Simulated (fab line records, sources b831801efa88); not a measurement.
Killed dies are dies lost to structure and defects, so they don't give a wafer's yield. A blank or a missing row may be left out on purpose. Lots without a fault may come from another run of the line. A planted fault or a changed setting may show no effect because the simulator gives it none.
Which tool did it? | flow gf180mcu | 7 lots, 21 wafers sampled, at 2 steps of a route of 602

WHAT THE GAUGES READ, wafer by wafer
GF_HV_LDD_TW_MEAS_50.
lot  | measured     | on            | HV_LDD_4_TW
L176 | day 12 07:41 | film_metro-03 | 559 560 558
L178 | day 13 07:57 | film_metro-04 | 575 575 572
L180 | day 13 20:05 | film_metro-03 | 558 560 560
L182 | day 14 14:21 | film_metro-03 | 557 556 561
L190 | day 17 15:34 | film_metro-03 | 528 526 524
L195 | day 19 09:43 | film_metro-03 | 552 553 554
L197 | day 19 20:47 | film_metro-01 | 566 564 567

WHICH TOOL RAN EACH LOT (tool, then ch and the chambers of the sampled wafers, then the start)
lot  | GF_HV_LDD_IMPLANT_48
L176 | implanter-02 ch 0, day 12 07:28
L178 | implanter-03 ch 0, day 13 07:42
L180 | implanter-02 ch 0, day 13 19:50
L182 | implanter-02 ch 0, day 14 14:06
L190 | implanter-01 ch 0, day 17 15:21
L195 | implanter-02 ch 0, day 19 09:28
L197 | implanter-02 ch 0, day 19 20:32
- GF_HV_LDD_IMPLANT_48

THE ANSWER, worked out from the rows above alone
Rule: what is usual is taken from the lots themselves. Put in order of their means at a reading, lots are off if they are a third of the lots or fewer, leave a main group of 4 or more, and stand apart from it by a gap of 3 or more times the standard deviation of the main group's means; of several such gaps the widest counts. A main group whose means are all the same, to the digits that the tables above print for the reading, isn't used. A lot without any number at a reading at which 4 lots or more have one is off too. The other lots that the step has rows for count as sound.
Off: L190, at GF_HV_LDD_TW_MEAS_50 (HV_LDD_4_TW). The main group: mean 562, standard deviation 6.7.
A tool fits if, at a process step before that reading, it ran every lot that is off, and no sound lot after the first of them. The gauges at GF_HV_LDD_TW_MEAS_50 are tried like those tools. One fits: implanter-01 at GF_HV_LDD_IMPLANT_48. It ran no sound lot before its first lot that is off in this sample, so the start can't be narrowed down.

WHAT THE SIMULATOR HAD PUT IN
Process parameter drift: implanter-01, from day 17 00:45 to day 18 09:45, at GF_HV_LDD_IMPLANT_48. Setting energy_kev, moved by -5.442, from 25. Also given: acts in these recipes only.
Lots struck among those shown: L190. The rule above found the same.
